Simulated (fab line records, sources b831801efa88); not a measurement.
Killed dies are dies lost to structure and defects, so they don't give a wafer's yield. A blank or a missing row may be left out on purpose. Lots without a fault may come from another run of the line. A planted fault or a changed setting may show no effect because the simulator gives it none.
fab line records | flow sky130
record lots=14 wafers=42 last_day=50
route steps=708 shown CONTACT@410 VIA1@468
lots that met no fault: from a run of the same line without faults
start_h: hours from the record's first day to the start of the lot's first wafer shown | wait_h: hours since the lot's step before | " the same as in the row above | L1.1+2: a row that stands for several wafers | - no value, or no start given | * or withheld: withheld | < > ~ a bound
route shown NAME@n: a module of which the file shows steps, and the number in the route of the first | usual: mean/standard deviation of fault-free wafers | same: alike in all rows | chamber/n: place in a boat | sites: the reading at each site | _std_site: their standard deviation | _edge_site: outer sites' mean less inner sites' | radius_mm: how far each site lies from the wafer's centre | mask NAME#n: copy n | behind: the tool/chamber that last shaped the wafer | hold: why the lot was held/for how many hours/how that ended | device: the transistor (n, p or np) that didn't switch | end of line: the same wafers' tests at the end of the route | a step without rows: its recipe alone | killed: dies lost to structure and defects at the first sort, not the wafer's yield | map: a wafer's dies, x killed, . not, _ none there
set.NAME: the setting as run; set.NAME@STEP: as run at that earlier step | model.NAME: the simulator's own value behind a step, which no gauge read
steps of the route over a sample of lots; a table a step, a row a wafer
services: from which hour (start_h, from the record's first day; less than 0 if before it) a tool's chamber was out of use, for how many hours, and why
## steps
# step SKY_CONTACT_CMP_04
# recipe material=SiO2 down_force_psi=4 platen_rpm=60 pad_velocity_m_s=0.94248
# usual motor_current_A=11.7/1.3 time_to_endpoint_s=82/3.7
# columns lot.wafer tool chamber start_h wait_h motor_current_A time_to_endpoint_s
L943.4 cmp-01 2 699.45 0.1 10.4 81
L943.2 " 3 " " 13.1 82
L943.3 " 0 " " 11.2 81
L944.3 cmp-01 3 714.61 0.1 13.7 82
L944.6 " 2 " " 11.0 82
L944.5 " 3 " " 13.3 77
L945.4 cmp-01 1 718.86 0.1 13.4 83
L945.2 " 2 " " 10.7 84
L945.6 " 3 " " 12.9 81
L947.2 cmp-02 1 739.73 0.0 11.5 79
L947.4 " 0 " " 10.7 86
L947.5 " 1 " " 11.4 80
L949.3 cmp-01 2 754.20 0.0 11.0 83
L949.1 " 3 " " 13.3 84
L949.5 " 3 " " 13.5 82
L948.3 cmp-02 1 764.35 0.1 11.2 86
L948.1 " 2 " " 10.1 87
L948.4 " 3 " " 11.8 84
L956.4 cmp-02 1 809.80 0.1 11.7 81
L956.1 " 3 " " 11.3 83
L956.6 " 0 " " 11.1 83
L957.1 cmp-01 1 820.59 0.1 13.4 85
L957.4 " 2 " " 10.5 77
L957.3 " 0 " " 10.9 82
L958.4 cmp-01 3 827.12 0.0 13.6 82
L958.1 " 2 " " 10.7 86
L958.6 " 0 " " 10.5 85
L960.3 cmp-02 2 841.78 0.1 10.6 83
L960.2 " 0 " " 11.5 95
L960.5 " 2 " " 10.5 86
L961.2 cmp-02 2 851.40 0.0 10.5 83
L961.4 " 1 " " 11.5 83
L961.5 " 2 " " 10.3 87
L964.1 cmp-01 0 872.90 0.1 11.0 79
L964.4 " 2 " " 10.5 78
L964.5 " 3 " " 13.1 81
L965.4 cmp-01 3 874.46 0.0 13.9 81
L965.3 " 0 " " 10.2 83
L965.1 " 1 " " 13.8 84
L966.3 cmp-02 2 879.53 0.1 10.1 82
L966.2 " 0 " " 10.8 89
L966.6 " 1 " " 11.4 81
# step SKY_VIA1_PEB_10
# recipe peb_temp_c=withheld peb_time_s=withheld resist=KrF-thick
# usual chill_plate_temp_C=* exhaust_pa=45.1/0.95
# columns lot.wafer tool chamber start_h wait_h chill_plate_temp_C exhaust_pa
L943.2 litho_track-03 0 785 - * 44.3
L943.3 " 0 " " * 44.8
L943.4 " 0 " " * 45.9
L944.3 litho_track-01 0 798 - * 46.4
L944.5 " 0 " " * 45.8
L944.6 " 0 " " * 44.4
L945.2 litho_track-01 0 802 - * 46.2
L945.4 " 0 " " * 45.3
L945.6 " 0 " " * 45.8
L947.2 litho_track-03 - 822 - - -
L947.4 " - " " - -
L947.5 " - " " - -
L949.1 litho_track-03 - 837 - - -
L949.3 " - " " - -
L949.5 " - " " - -
L948.1 litho_track-04 0 847 - * 45.4
L948.3 " 0 " " * 44.6
L948.4 " 0 " " * 45.8
L956.1 litho_track-03 0 890 - * 45.0
L956.4 " 0 " " * 46.2
L956.6 " 0 " " * 45.2
L957.1 litho_track-03 0 902 - * 45.4
L957.3 " 0 " " * 46.1
L957.4 " 0 " " * 44.3
L958.1 litho_track-01 0 909 - * 47.0
L958.4 " 0 " " * 45.7
L958.6 " 0 " " * 45.4
L960.2 litho_track-01 0 922 - * 45.2
L960.3 " 0 " " * 43.0
L960.5 " 0 " " * 44.6
L961.2 litho_track-03 0 930 - * 45.2
L961.4 " 0 " " * 45.2
L961.5 " 0 " " * 44.0
L964.1 litho_track-03 0 951 - * 45.3
L964.4 " 0 " " * 44.4
L964.5 " 0 " " * 42.7
L965.1 litho_track-03 0 953 - * 46.1
L965.3 " 0 " " * 44.6
L965.4 " 0 " " * 45.3
L966.2 litho_track-04 0 958 - * 44.0
L966.3 " 0 " " * 44.4
L966.6 " 0 " " * 43.7
# step SKY_VIA1_STRIP_16
# recipe chemistry=O2/N2 power_w=1400 pressure_mtorr=1500 platen_temp_c=withheld o2_flow_sccm=3000 n2_flow_sccm=300 overash_fraction=0.5
# usual drypump_motor_current_A=5.8/0.54 oes_product_au=0.416/0.0045 strip_time_to_endpoint_s=4.461/0.026
# columns lot.wafer tool chamber start_h wait_h drypump_motor_current_A oes_product_au rf_hours_counter_h strip_time_to_endpoint_s
L943.2 plasma_asher-03 1 785.76 0.0 6.1 0.414 100 4.473
L943.3 " 0 " " 6.0 0.420 - 4.469
L943.4 " 1 " " 6.0 0.413 - 4.483
L944.3 plasma_asher-02 0 799.27 0.1 5.8 0.415 - 4.435
L944.5 " 0 " " 5.8 0.412 - 4.408
L944.6 " 1 " " 6.4 0.411 - 4.441
L945.2 plasma_asher-01 1 802.78 0.0 5.0 0.415 28 4.464
L945.4 " 1 " " 5.0 0.416 - 4.486
L945.6 " 0 " " 4.8 0.417 - 4.445
L947.2 plasma_asher-02 0 823.26 0.0 5.8 0.423 8 4.473
L947.4 " 0 " " 5.8 0.411 - 4.488
L947.5 " 0 " " 5.8 0.419 - 4.469
L949.1 plasma_asher-02 1 837.85 0.0 6.4 0.418 10 4.477
L949.3 " 0 " " 5.8 0.416 - 4.466
L949.5 " 1 " " 6.4 0.412 - 4.436
L948.1 plasma_asher-03 1 848.20 0.0 6.0 0.415 107 4.430
L948.3 " 0 " " 6.0 0.412 - 4.466
L948.4 " 1 " " 6.0 0.413 - 4.460
L956.1 plasma_asher-02 0 890.76 0.0 5.8 0.421 15 4.455
L956.4 " 0 " " 5.8 0.415 - 4.457
L956.6 " 0 " " 5.8 0.411 - 4.433
L957.1 plasma_asher-03 0 903.06 0.0 6.0 0.417 113 4.491
L957.3 " 1 " " 6.1 0.411 - 4.448
L957.4 " 0 " " 6.0 0.411 - 4.459
L958.1 plasma_asher-01 0 910.03 0.0 4.8 0.412 39 4.469
L958.4 " 1 " " 5.0 0.415 - 4.440
L958.6 " 0 " " 4.9 0.422 - 4.419
L960.2 plasma_asher-02 0 922.58 0.0 5.8 0.420 18 4.443
L960.3 " 0 " " 5.8 0.412 - 4.420
L960.5 " 0 " " 5.8 0.410 - 4.451
L961.2 plasma_asher-03 0 931.26 0.0 6.0 0.417 116 4.455
L961.4 " 1 " " 6.0 0.418 - 4.434
L961.5 " 0 " " 6.0 0.426 - 4.456
L964.1 plasma_asher-02 0 952.11 0.0 5.8 0.417 21 4.479
L964.4 " 0 " " 5.8 0.416 - 4.475
L964.5 " 1 " " 6.4 0.414 - 4.444
L965.1 plasma_asher-03 1 953.71 0.0 6.0 0.422 118 4.449
L965.3 " 0 " " 6.0 0.409 - 4.447
L965.4 " 1 " " 6.0 0.416 - 4.501
L966.2 plasma_asher-03 0 958.61 0.0 6.0 0.420 118 4.436
L966.3 " 1 " " 6.0 0.417 - 4.461
L966.6 " 0 " " 6.0 0.414 - 4.455
## services
# columns tool chamber start_h hours kind
plasma_asher-01 - 677.29 24.6 repair
cmp-02 - 696.44 7.1 pm
plasma_asher-01 - 701.87 14.6 pm
plasma_asher-01 - 711.72 0.8 repair
plasma_asher-02 - 733.75 9.0 pm
plasma_asher-01 - 737.37 6.8 repair
cmp-01 - 737.72 2.1 repair
cmp-02 - 744.26 4.0 pm
plasma_asher-02 - 746.44 0.7 repair
cmp-02 - 764.95 0.5 repair
plasma_asher-01 - 778.95 2.8 pm
cmp-01 - 788.44 1.6 repair
cmp-02 - 799.31 1.3 repair
plasma_asher-02 - 810.31 1.3 repair
cmp-02 - 861.07 6.9 pm
cmp-01 - 868.17 2.9 pm
litho_track-03 - 868.59 - consumable_replace:filter
cmp-01 - 885.32 2.2 repair
cmp-02 - 893.98 1.6 repair
cmp-02 - 901.97 2.3 repair
cmp-02 - 905.63 22.8 pm
plasma_asher-03 - 908.67 0.4 repair
cmp-01 - 912.29 4.0 pm
cmp-01 - 945.81 3.7 repair
## key
first_sign step=SKY_VIA1_PEB_10 reading=tool_record direction=missing
effect none on later readings
met_at SKY_VIA1_PEB_10
struck_lots L947,L949
later_rows_left_out L947.2,L947.4,L947.5,L949.1,L949.3,L949.5
sort_left_out L947.2,L947.4,L947.5,L949.1,L949.3,L949.5
not_acting_at SKY_CONTACT_CMP_04,SKY_VIA1_STRIP_16
onset_between 785 822
fault kind=skipped_step_whole tool=litho_track-03 chamber=- onset_h=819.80 steps=SKY_VIA1_PEB_10 scope=struck_lots_only
# sort_left_out: the simulated sort isn't trusted on such a fault, so these wafers' sort isn't shown, and their yield isn't known
# later_rows_left_out: the simulator's readings of these wafers behind a module that went badly wrong aren't trusted and aren't shown, but for the sort
